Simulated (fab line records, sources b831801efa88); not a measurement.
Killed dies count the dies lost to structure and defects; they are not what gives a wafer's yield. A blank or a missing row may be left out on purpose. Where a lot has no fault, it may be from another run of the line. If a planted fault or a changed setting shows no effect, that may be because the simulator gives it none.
Problem report in the 8D (eight disciplines) form, filled by code :: flow sky130 :: the parts of the form that need people (team, actions taken, sign-off) are left out

== 1. PROBLEM STATEMENT ==
VIA3_HDPCVD_THK at SKY_VIA3_THK_MEAS_01 reads a mean of 1081 nm on 1 wafer of 1 lot; wafers without a fault read 1639 nm with a standard deviation of 13. That puts it -43 standard deviations away from the usual mean.
First seen on wafer L563.3, day 43 19:16, on filmMetro-04. At this step, 35 wafers from 12 lots have a number in the record. Rule for "out" (also "out of limits"): further than 4 standard deviations from the usual mean. Any other wafer with a number is counted as sound.

== 2. WHAT IT IS; WHAT IT IS NOT ==
question: which readings at this step
is: VIA3_HDPCVD_THK
is not: -

question: which lots
is: L563
is not: L545, L547, L548, L549, L551, L552, L553, L554, L556, L557, L558

question: which wafers of those lots
is: L563.3
is not: L563.5

question: read on which gauges
is: filmMetro-04
is not: filmMetro-01, filmMetro-03

question: when
is: from day 43 19:16
is not: up to then (34 sound wafers)

== 3. THE SUSPECTS, EACH WITH WHAT RULES IT OUT ==
Counting: a tool at a process step up to the reading stays a suspect if it ran every lot that is out. Sound lots after the first of them don't rule it out here, since some wafers of a struck lot are sound.
- the gauge at SKY_VIA3_THK_MEAS_01 has been ruled out. All the wafers that are out were read on filmMetro-04, but those of them that SKY_VIA3_HDPCVD_00 has rows for are out there too, on other tools.
- rieDiel-01 at SKY_VIA2_ETCH_15 (etches SiO2 in C4F8/O2/Ar, stops on TiN, target depth 546 nm, time 84 s): kept. The lot that is out, L563, ran on it at day 41 17:52; the last sound lot it ran before that was L554, at day 39 02:58.
- hdpcvd-01 at SKY_VIA3_HDPCVD_00 (deposits SiO2, target thk 1635 nm, time 272.5 s): kept. The lot that is out, L563, ran on it at day 43 19:05; the last sound lot it ran before that was L554, at day 41 06:13. Its own runLengthS readings are out on those wafers.
- Within rieDiel-01 at SKY_VIA2_ETCH_15: the wafers that are out ran in chamber 2; their sound lot-mates ran in chamber 0.
- Within hdpcvd-01 at SKY_VIA3_HDPCVD_00: the wafers that are out ran in chamber 0; their sound lot-mates ran in chamber 2.
After counting, rieDiel-01 at SKY_VIA2_ETCH_15 and hdpcvd-01 at SKY_VIA3_HDPCVD_00 remain.

== 4. THE CAUSE (what the simulator had put in) ==
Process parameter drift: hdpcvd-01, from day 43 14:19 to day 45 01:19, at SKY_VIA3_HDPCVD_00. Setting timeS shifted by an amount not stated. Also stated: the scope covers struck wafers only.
Of the 2 suspects that counting leaves, this tool is one.

== 5. THE CHAIN OF EFFECTS, in route order ==
Each row: a reading whose mean over the struck wafers that have a number lies more than 3 standard deviations from the usual. Only readings whose record carries a usual standard deviation are examined. hours: median over the lots of the time between each lot's start at the first step of this table that gives one and its start at this step. sigmas: the change, counted in usual standard deviations.
hours: 0
step: SKY_VIA3_HDPCVD_00
reading: runLengthS
usual: 300.1 s
on struck wafers: 203.7
change: -96.4
sigmas: -99 or more

hours: 0
step: SKY_VIA3_THK_MEAS_01
reading: VIA3_HDPCVD_THK
usual: 1639 nm
on struck wafers: 1081
change: -558
sigmas: -43
Process steps it contains:
- SKY_VIA3_HDPCVD_00: deposits SiO2, target thk 1635 nm, time 272.5 s.

== 6. WHAT WOULD HAVE CAUGHT IT SOONER ==
The first out-of-limits reading at a measuring or inspecting step in this record came at day 43 19:16, 5 hours after the fault's start at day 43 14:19.
At SKY_VIA3_HDPCVD_00, the tool's own readings (runLengthS) were out on each struck wafer the step has a row for, so an alarm limit on them would have fired on the first such wafer.
By day 43 19:16 the whole set of lots that are out, 1 in number, had already begun SKY_VIA3_HDPCVD_00 on hdpcvd-01. None of them would have been spared by holding the tool at that moment.
